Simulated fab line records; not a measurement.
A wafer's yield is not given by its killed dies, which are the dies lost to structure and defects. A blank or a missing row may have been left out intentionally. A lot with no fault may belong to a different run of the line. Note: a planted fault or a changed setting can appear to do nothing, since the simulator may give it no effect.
Chamber matching / flow gf180mcu / cmp-02 running GF_V4_CMP_26: 4 sister chambers
The step polishes, stops on SiO2, t overpolish 15 s, target thk 0 nm. 4 wafers are shown with their chamber, then 9 later ones without.

WAFERS PAIRED WITH THEIR CHAMBERS
wafer=L148.5; chamber=0; motorCurrentA (A)=11.7
wafer=L152.1; chamber=1; motorCurrentA (A)=12.5
wafer=L152.2; chamber=2; motorCurrentA (A)=10.7
wafer=L152.5; chamber=3; motorCurrentA (A)=11.8

WAFERS MISSING THEIR CHAMBER
wafer=L153.2; motorCurrentA (A)=10.5
wafer=L153.3; motorCurrentA (A)=11.6
wafer=L153.6; motorCurrentA (A)=11.3
wafer=L157.1; motorCurrentA (A)=12.2
wafer=L157.2; motorCurrentA (A)=10.8
wafer=L157.3; motorCurrentA (A)=12.0
wafer=L159.1; motorCurrentA (A)=11.1
wafer=L159.3; motorCurrentA (A)=10.0
wafer=L159.5; motorCurrentA (A)=12.2

WHICH CHAMBER EACH WENT THROUGH
wafer=L153.2; from the rows above=2; in truth=2
wafer=L153.3; from the rows above=can't be placed: 0 or 3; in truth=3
wafer=L153.6; from the rows above=can't be placed: 0 or 3 or 2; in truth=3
wafer=L157.1; from the rows above=can't be placed: 1 or 3 or 0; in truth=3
wafer=L157.2; from the rows above=2; in truth=2
wafer=L157.3; from the rows above=can't be placed: 3 or 0 or 1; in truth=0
wafer=L159.1; from the rows above=can't be placed: 2 or 0 or 3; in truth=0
wafer=L159.3; from the rows above=2; in truth=2
wafer=L159.5; from the rows above=can't be placed: 1 or 3 or 0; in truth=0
Correct placement for 3 of the 9. Cannot be placed on the basis of these rows: 6; the candidates contain the true chamber in 6. Placed wrongly: 0.
How it was worked out, from the rows above alone: a wafer's distance from a chamber is the root of the sum, over the readings, of the square of ((its reading less the chamber's mean) divided by the reading's scatter). If the next closest chamber is less than 2 further off than the closest, the wafer can't be placed; otherwise it belongs to the closest. Each chamber's mean is taken over the wafers shown for it. The scatter: with one shown wafer a chamber, the root of the mean of the squares of how far each hidden wafer lies from its nearest shown one.
